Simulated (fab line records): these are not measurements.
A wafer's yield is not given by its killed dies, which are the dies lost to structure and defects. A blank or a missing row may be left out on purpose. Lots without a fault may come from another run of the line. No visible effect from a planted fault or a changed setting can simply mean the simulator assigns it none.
Split-lot study / flow sky130 / 27 wafers read from 5 lots, route of 708 steps

== ON THE SPLIT ==
At SKY_METAL1_SPUTTER_03 (material Ti, target thk 5 nm, time 3.3 s), the setting time_s was moved away from the recipe's 3.3 s on 9 of the 27 wafers read, by -59.5% to +46.6%. For the rest of the wafers, this setting stayed at what the recipe calls for.

Reading taken at the split's own step.

== THE READING ==
Ti_of_METAL1_SPUTTER_03.thk_nm (the simulator's own value, which no gauge read), in nm, at SKY_METAL1_SPUTTER_03 (material Ti, target thk 5 nm, time 3.3 s). The file gives no usual value for it. Average 4.923 nm, standard deviation 0.13 nm, over the 18 wafers here run with the recipe.

wafer=L077.1; tool, chamber at the split=pvd_sputter-01, -; time_s as run, s=3.3; against the recipe=recipe; Ti_of_METAL1_SPUTTER_03.thk_nm, nm=5.002; against lot-mates on the recipe=-
wafer=L077.2; tool, chamber at the split=pvd_sputter-01, -; time_s as run, s=4.839; against the recipe=+46.6%; Ti_of_METAL1_SPUTTER_03.thk_nm, nm=7.255; against lot-mates on the recipe=+2.184
wafer=L077.3; tool, chamber at the split=pvd_sputter-01, -; time_s as run, s=3.3; against the recipe=recipe; Ti_of_METAL1_SPUTTER_03.thk_nm, nm=5.248; against lot-mates on the recipe=-
wafer=L077.4; tool, chamber at the split=pvd_sputter-01, -; time_s as run, s=4.839; against the recipe=+46.6%; Ti_of_METAL1_SPUTTER_03.thk_nm, nm=7.358; against lot-mates on the recipe=+2.287
wafer=L077.5; tool, chamber at the split=pvd_sputter-01, -; time_s as run, s=4.839; against the recipe=+46.6%; Ti_of_METAL1_SPUTTER_03.thk_nm, nm=7.256; against lot-mates on the recipe=+2.185
wafer=L077.6; tool, chamber at the split=pvd_sputter-01, -; time_s as run, s=3.3; against the recipe=recipe; Ti_of_METAL1_SPUTTER_03.thk_nm, nm=4.964; against lot-mates on the recipe=-
wafer=L080.1; tool, chamber at the split=pvd_sputter-02, -; time_s as run, s=1.338; against the recipe=-59.5%; Ti_of_METAL1_SPUTTER_03.thk_nm, nm=1.987; against lot-mates on the recipe=-3.064
wafer=L080.2; tool, chamber at the split=pvd_sputter-02, -; time_s as run, s=3.3; against the recipe=recipe; Ti_of_METAL1_SPUTTER_03.thk_nm, nm=5.087; against lot-mates on the recipe=-
wafer=L080.3; tool, chamber at the split=pvd_sputter-02, -; time_s as run, s=1.338; against the recipe=-59.5%; Ti_of_METAL1_SPUTTER_03.thk_nm, nm=1.968; against lot-mates on the recipe=-3.083
wafer=L080.4; tool, chamber at the split=pvd_sputter-02, -; time_s as run, s=3.3; against the recipe=recipe; Ti_of_METAL1_SPUTTER_03.thk_nm, nm=5.082; against lot-mates on the recipe=-
wafer=L080.5; tool, chamber at the split=pvd_sputter-02, -; time_s as run, s=3.3; against the recipe=recipe; Ti_of_METAL1_SPUTTER_03.thk_nm, nm=4.984; against lot-mates on the recipe=-
wafer=L080.6; tool, chamber at the split=pvd_sputter-02, -; time_s as run, s=1.338; against the recipe=-59.5%; Ti_of_METAL1_SPUTTER_03.thk_nm, nm=1.946; against lot-mates on the recipe=-3.105
wafer=L082.1; tool, chamber at the split=pvd_sputter-02, -; time_s as run, s=3.3; against the recipe=recipe; Ti_of_METAL1_SPUTTER_03.thk_nm, nm=4.974; against lot-mates on the recipe=-
wafer=L082.2; tool, chamber at the split=pvd_sputter-02, -; time_s as run, s=4.818; against the recipe=+46.0%; Ti_of_METAL1_SPUTTER_03.thk_nm, nm=7.254; against lot-mates on the recipe=+2.316
wafer=L082.3; tool, chamber at the split=pvd_sputter-02, -; time_s as run, s=4.818; against the recipe=+46.0%; Ti_of_METAL1_SPUTTER_03.thk_nm, nm=7.244; against lot-mates on the recipe=+2.306
wafer=L082.4; tool, chamber at the split=pvd_sputter-02, -; time_s as run, s=3.3; against the recipe=recipe; Ti_of_METAL1_SPUTTER_03.thk_nm, nm=4.878; against lot-mates on the recipe=-
wafer=L082.5; tool, chamber at the split=pvd_sputter-02, -; time_s as run, s=4.818; against the recipe=+46.0%; Ti_of_METAL1_SPUTTER_03.thk_nm, nm=7.281; against lot-mates on the recipe=+2.343
wafer=L082.6; tool, chamber at the split=pvd_sputter-02, -; time_s as run, s=3.3; against the recipe=recipe; Ti_of_METAL1_SPUTTER_03.thk_nm, nm=4.962; against lot-mates on the recipe=-
wafer=L084.1; tool, chamber at the split=pvd_sputter-04, -; time_s as run, s=3.3; against the recipe=recipe; Ti_of_METAL1_SPUTTER_03.thk_nm, nm=4.842; against lot-mates on the recipe=-
wafer=L084.2; tool, chamber at the split=pvd_sputter-04, -; time_s as run, s=3.3; against the recipe=recipe; Ti_of_METAL1_SPUTTER_03.thk_nm, nm=4.993; against lot-mates on the recipe=-
wafer=L084.4; tool, chamber at the split=pvd_sputter-04, -; time_s as run, s=3.3; against the recipe=recipe; Ti_of_METAL1_SPUTTER_03.thk_nm, nm=4.766; against lot-mates on the recipe=-
wafer=L085.1; tool, chamber at the split=pvd_sputter-02, -; time_s as run, s=3.3; against the recipe=recipe; Ti_of_METAL1_SPUTTER_03.thk_nm, nm=4.774; against lot-mates on the recipe=-
wafer=L085.2; tool, chamber at the split=pvd_sputter-02, -; time_s as run, s=3.3; against the recipe=recipe; Ti_of_METAL1_SPUTTER_03.thk_nm, nm=4.844; against lot-mates on the recipe=-
wafer=L085.3; tool, chamber at the split=pvd_sputter-02, -; time_s as run, s=3.3; against the recipe=recipe; Ti_of_METAL1_SPUTTER_03.thk_nm, nm=4.805; against lot-mates on the recipe=-
wafer=L085.4; tool, chamber at the split=pvd_sputter-02, -; time_s as run, s=3.3; against the recipe=recipe; Ti_of_METAL1_SPUTTER_03.thk_nm, nm=4.842; against lot-mates on the recipe=-
wafer=L085.5; tool, chamber at the split=pvd_sputter-02, -; time_s as run, s=3.3; against the recipe=recipe; Ti_of_METAL1_SPUTTER_03.thk_nm, nm=4.728; against lot-mates on the recipe=-
wafer=L085.6; tool, chamber at the split=pvd_sputter-02, -; time_s as run, s=3.3; against the recipe=recipe; Ti_of_METAL1_SPUTTER_03.thk_nm, nm=4.84; against lot-mates on the recipe=-

THE FIT
A straight line over all 27 wafers: Ti_of_METAL1_SPUTTER_03.thk_nm changes by +0.0503 nm for each +1% of time_s; r = +1.00; the points scatter about the line by 0.11 nm.
The same after taking each lot's own level away (the mean of its wafers on the recipe; 27 wafers): +0.0504 nm for each +1%; r = +1.00; scatter 0.081 nm.
The reading moves by 3 nm for the largest change in time_s, on that fit.
Measured against the standard deviation above, the lots' own levels, which go from 4.8055 to 5.0713 nm, span 2.0 times it.
The two slopes agree, so the slope changes little with the lot-to-lot level.
Check: with one of the wafers moved furthest among these (-59.5%) left out of the fit, the line predicts -3.01 nm for it against its lot-mates. It came out at -3.06 nm against them.

== THESE WAFERS: OTHER SPLITS ==
Note: prior to the reading, these wafers also went through further splits. Each is held against what the fit with the lots' levels taken away leaves over:
other split on the same wafers=SKY_FIELD_ISO_CVD_03 time_s; wafers away from the commonest value=18; r with Ti_of_METAL1_SPUTTER_03.thk_nm (lot level and that fit taken away)=+0.13
other split on the same wafers=SKY_SONOS_ONO_CVD_02 time_s; wafers away from the commonest value=18; r with Ti_of_METAL1_SPUTTER_03.thk_nm (lot level and that fit taken away)=+0.00
other split on the same wafers=SKY_POLY_GATE_DEVELOP_12 develop_time_s; wafers away from the commonest value=9; r with Ti_of_METAL1_SPUTTER_03.thk_nm (lot level and that fit taken away)=+0.11
other split on the same wafers=SKY_LI_CONTACT_SPUTTER_19 time_s; wafers away from the commonest value=12; r with Ti_of_METAL1_SPUTTER_03.thk_nm (lot level and that fit taken away)=-0.06

== FILE'S OWN FIT ==
Ti_of_METAL1_SPUTTER_03.thk_nm changes by +0.0503 nm for each +1% of time_s, r = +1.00.
